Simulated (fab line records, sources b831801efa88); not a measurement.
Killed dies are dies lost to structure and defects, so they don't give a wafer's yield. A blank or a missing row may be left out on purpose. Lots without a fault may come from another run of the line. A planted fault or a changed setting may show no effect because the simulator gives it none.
Problem report in the 8D (eight disciplines) form, filled by code | flow sky130 | the parts of the form that need people (team, actions taken, sign-off) are left out

1. THE PROBLEM
VIA4_W_RS at SKY_VIA4_RS_MEAS_19 reads a mean of 0.3358 ohm/sq on 3 wafers of 2 lots; wafers without a fault read 0.2271 ohm/sq with a standard deviation of 0.002. That is +54 standard deviations from the usual mean.
The step: measures by four-point-probe.
First seen on wafer L739.1, day 47 00:49, on film_metro-02. The record holds 30 wafers of 10 lots with a number at this step. Rule for "out", or "out of limits": more than 4 standard deviations from the usual mean. The other wafers with a number count as sound.

2. WHAT IT IS AND WHAT IT IS NOT
question                    | is                           | is not
which readings at this step | VIA4_W_RS                    | -
which lots                  | L739, L743                   | L725, L726, L730, L732, L733, L744, L746, L747
which wafers of those lots  | L739.1, L739.5, L743.3       | L739.2, L743.4, L743.5
read on which gauges        | film_metro-01, film_metro-02 | film_metro-04
when                        | from day 47 00:49            | up to then (16 sound wafers); but 11 sound wafers of L743, L744, L746, L747 came after

3. SUSPECTS, AND WHAT RULES EACH OUT
Counting: a tool at a process step up to the reading stays a suspect if it ran every lot that is out. Sound lots after the first of them don't rule it out here, since some wafers of a struck lot are sound.
- the gauge at SKY_VIA4_RS_MEAS_19: ruled out. The wafers that are out were read on 2 gauges (film_metro-01, film_metro-02).
- cvd_w-02 at SKY_VIA4_CVD_18 (deposits W, target thk 505 nm, time 152.14 s): kept. It ran every lot that is out, first L739 (day 47 00:40); its last sound lot up to then is L733 (day 45 20:49). Its own readings are out on those wafers: heater_power_w, susceptor_temp_C.
- Within cvd_w-02 at SKY_VIA4_CVD_18: the wafers that are out ran in chamber 0; their sound lot-mates ran in chamber 1.
Left after counting: cvd_w-02 at SKY_VIA4_CVD_18.

4. THE CAUSE (what the simulator had put in)
Process parameter drift: cvd_w-02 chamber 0, from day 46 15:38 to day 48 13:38, at SKY_VIA4_CVD_18. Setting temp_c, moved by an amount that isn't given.
Counting left only this tool.

5. THE CHAIN OF EFFECTS, in route order
Each row: a reading whose mean over the struck wafers that have a number lies more than 3 standard deviations from the usual. Only readings for which the record gives a usual standard deviation are gone through. hours: the time from each lot's start at the first step in this table that gives one to its start at this step, as a median over the lots. sigmas: the change in usual standard deviations.
hours | step                 | reading              | usual         | on struck wafers | change  | sigmas
0     | SKY_VIA4_CVD_18      | heater_power_outer_w | 521 W         | 420              | -101    | -3.1
0     | SKY_VIA4_CVD_18      | heater_power_w       | 875 W         | 741              | -134    | -7.0
0     | SKY_VIA4_CVD_18      | susceptor_temp_C     | 399.98 C      | 379.04           | -20.94  | -99 or more
0     | SKY_VIA4_RS_MEAS_19  | VIA4_W_RS            | 0.2271 ohm/sq | 0.3358           | +0.1087 | +54
0     | SKY_VIA4_THK_MEAS_20 | VIA4_W_THK           | 492 nm        | 336              | -156    | -30
0     | SKY_VIA4_CMP_21      | time_to_endpoint_s   | 120 s         | 84               | -36     | -11
The process steps in it:
- SKY_VIA4_CVD_18: deposits W, target thk 505 nm, time 152.14 s.
- SKY_VIA4_CMP_21: polishes, stops on SiO2, t overpolish 25 s, target thk 0 nm.

6. WHAT WOULD HAVE CAUGHT IT SOONER
In this record the first reading out of limits at a measuring or inspecting step was taken at day 47 00:49, 9 hours after the fault began at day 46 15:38.
The tool's own readings at SKY_VIA4_CVD_18 were out on every struck wafer that the step has a row for (heater_power_w, susceptor_temp_C): an alarm limit on them would have fired on the first of those.
Of the lots that are out (2), L743 began SKY_VIA4_CVD_18 on cvd_w-02 after day 47 00:49. A hold on the tool at that time would have spared it.
